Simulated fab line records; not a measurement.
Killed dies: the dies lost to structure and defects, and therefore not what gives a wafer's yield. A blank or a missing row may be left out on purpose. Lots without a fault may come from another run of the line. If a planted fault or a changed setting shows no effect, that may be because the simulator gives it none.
Which tool was responsible? | flow gf180mcu | Sampling: 15 lots, 45 wafers, 2 of 602 route steps

== WHAT EACH GAUGE READ, for each wafer ==
GF_CONTACT_CD_MEAS_14: target cd 220 nm.
lot  | measured     | on        | cd nm (nm)
L635 | day 17 01:06 | cd sem-01 | 217.6 218.8 218.3
L638 | day 17 22:07 | cd sem-02 | 220.2 218.8 220.2
L641 | day 18 21:38 | cd sem-01 | 220.8 219.3 220.6
L642 | day 19 05:51 | cd sem-01 | - - -
L643 | day 19 15:58 | cd sem-02 | - - -
L644 | day 19 22:10 | cd sem-02 | - - -
L646 | day 20 11:48 | cd sem-02 | 217.8 219.6 218.3
L648 | day 21 10:08 | cd sem-01 | 221.7 221.2 219.9
L649 | day 21 13:49 | cd sem-01 | 219.3 220.5 221.1
L650 | day 21 23:31 | cd sem-02 | 220.5 219.4 220.2
L652 | day 22 12:29 | cd sem-01 | 221.6 221.0 220.4
L653 | day 22 18:45 | cd sem-01 | 217.2 215.6 216.3
L654 | day 23 04:55 | cd sem-02 | 219.9 217.8 218.7
L655 | day 23 15:28 | cd sem-02 | 220.3 219.3 218.9
L657 | day 23 22:38 | cd sem-01 | 219.8 218.6 218.9

== WHICH TOOL RAN EACH LOT (tool, then ch and the chambers of the sampled wafers, then the start) ==
lot  | GF_CONTACT_EXPOSE_11
L635 | krf scanner-01 ch 0, day 16 13:40
L638 | krf scanner-02 ch 0, day 17 10:49
L641 | krf scanner-02 ch 0, day 18 09:58
L642 | krf scanner-02, day 18 18:24
L643 | krf scanner-01, day 19 04:21
L644 | krf scanner-02, day 19 10:08
L646 | krf scanner-02 ch 0, day 20 00:14
L648 | krf scanner-02 ch 0, day 20 22:13
L649 | krf scanner-01 ch 0, day 21 01:50
L650 | krf scanner-02 ch 0, day 21 11:56
L652 | krf scanner-02 ch 0, day 22 01:02
L653 | krf scanner-01 ch 0, day 22 07:02
L654 | krf scanner-01 ch 0, day 22 17:30
L655 | krf scanner-02 ch 0, day 23 04:38
L657 | krf scanner-02 ch 0, day 23 12:17
- GF_CONTACT_EXPOSE_11: exposes mask Contact, target cd 220 nm.

== WHAT THE TOOLS THEMSELVES READ (means of the sampled wafers that have a number; where no wafer has one, the mark that the record gives instead) ==
GF_CONTACT_EXPOSE_11.
lot  | tool           | exposure dose mJ cm2 | focus offset nm (nm)
L635 | krf scanner-01 | 37.92                | -0.3
L638 | krf scanner-02 | 38.03                | -0.5
L641 | krf scanner-02 | 37.98                | 0.5
L642 | krf scanner-02 | -                    | -
L643 | krf scanner-01 | -                    | -
L644 | krf scanner-02 | -                    | -
L646 | krf scanner-02 | 37.95                | -0.1
L648 | krf scanner-02 | 37.93                | -0.2
L649 | krf scanner-01 | 38.03                | -0.3
L650 | krf scanner-02 | 38.01                | 0.5
L652 | krf scanner-02 | 38.00                | -0.4
L653 | krf scanner-01 | 37.94                | 0.1
L654 | krf scanner-01 | 37.93                | 0.7
L655 | krf scanner-02 | 38.07                | 0.7
L657 | krf scanner-02 | 38.04                | 0.3

== THE ANSWER, worked out from the rows above alone ==
Rule: the usual values come from the lots themselves. Put in order of their means at a reading, lots are off if they are a third of the lots or fewer, leave a main group of 4 or more, and stand apart from it by a gap of 3 or more times the standard deviation of the main group's means; of several such gaps the widest counts. A main group is skipped when, at the precision printed for the reading in the tables above, its means are all equal. Also off: a lot with no number at a reading for which 4 or more lots have one. The other lots that the step has rows for count as sound. After the gauges, taken in route order, come the tools' own readings; for these a lot's mean is taken, as printed above. The first step at which some lot is off is used, and at that step the reading that is off furthest; a lot without a number counts as furthest.
Off, at GF_CONTACT_CD_MEAS_14 on cd nm: L642, L643, L644. Without a number there: L642, L643, L644. The main group: mean 219.4 nm, standard deviation 1.2.
If a tool, at a process step before that reading, ran all the lots that are off and no sound lot after the first of them, it fits. The gauges at GF_CONTACT_CD_MEAS_14 aren't tried: what is off there is off at GF_CONTACT_EXPOSE_11 too, on other tools, and a gauge's error can't cause that. No candidate that was tried fits.

== WHAT THE SIMULATOR HAD PUT IN ==
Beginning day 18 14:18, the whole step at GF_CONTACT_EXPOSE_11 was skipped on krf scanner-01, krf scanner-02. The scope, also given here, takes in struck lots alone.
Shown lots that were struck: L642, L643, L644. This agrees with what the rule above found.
